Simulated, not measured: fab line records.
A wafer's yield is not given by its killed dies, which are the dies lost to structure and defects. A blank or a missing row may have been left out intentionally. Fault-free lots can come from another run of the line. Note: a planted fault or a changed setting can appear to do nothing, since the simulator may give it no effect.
Chamber matching ; flow sky130 ; SKY_VIA4_CMP_02 on cmp-02: 4 sister chambers
The step polishes SiO2. 16 wafers are shown with their chamber, then 8 later ones without.

== WAFERS PAIRED WITH THEIR CHAMBERS ==
wafer;chamber;motor current A (A);edge zone pressure frac
L228.4;1;11.9;1.002
L228.5;2;14.7;1.009
L228.6;3;11.4;0.993
L229.2;1;12.0;1.002
L229.5;3;11.3;0.997
L229.6;2;14.3;1.002
L230.1;0;10.1;1.001
L230.5;3;10.7;0.996
L230.6;0;9.2;1.006
L231.2;3;10.6;1.003
L231.4;0;10.4;0.998
L231.5;0;10.1;0.998
L233.2;2;14.3;1.002
L233.3;1;11.8;0.993
L233.4;0;10.5;1.001
L234.1;1;12.3;0.998

SIGNATURES (means of the wafers above)
reading;chamber 0;chamber 1;chamber 2;chamber 3;scatter within a chamber
motor current A;10.060;12.000;14.433;11.000;0.387
edge zone pressure frac;1.00080;0.99875;1.00433;0.99725;0.0039
Rule: for a wafer and a chamber, the distance is found by dividing, reading by reading, the gap between the wafer's reading and the chamber's mean by the reading's scatter, squaring, summing and taking the root. The wafer belongs to the nearest chamber; if the next one is less than 2 further off, it can't be placed. How the scatter is found: for the shown wafers, subtract from each reading the mean of its chamber, square and add these, divide the total by (wafers less chambers), then take the root.

== WAFERS WITHOUT THEIR CHAMBER ==
wafer;motor current A (A);edge zone pressure frac
L234.5;14.5;1.012
L234.6;10.5;1.002
L238.2;10.4;1.002
L238.4;14.3;1.002
L238.5;12.2;0.997
L251.2;11.0;1.009
L251.3;12.5;1.000
L251.5;14.1;1.000

== EACH ONE'S CHAMBER ==
wafer;from the rows above;in truth
L234.5;2;2
L234.6;can't be placed: 0 or 3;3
L238.2;can't be placed: 0 or 3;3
L238.4;2;2
L238.5;1;1
L251.2;can't be placed: 3 or 0 or 1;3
L251.3;1;1
L251.5;2;2
Placed correctly: 5 of 8. From these rows, 3 cannot be placed; in 3 the true chamber is one of the candidates. Placed wrongly: 0.
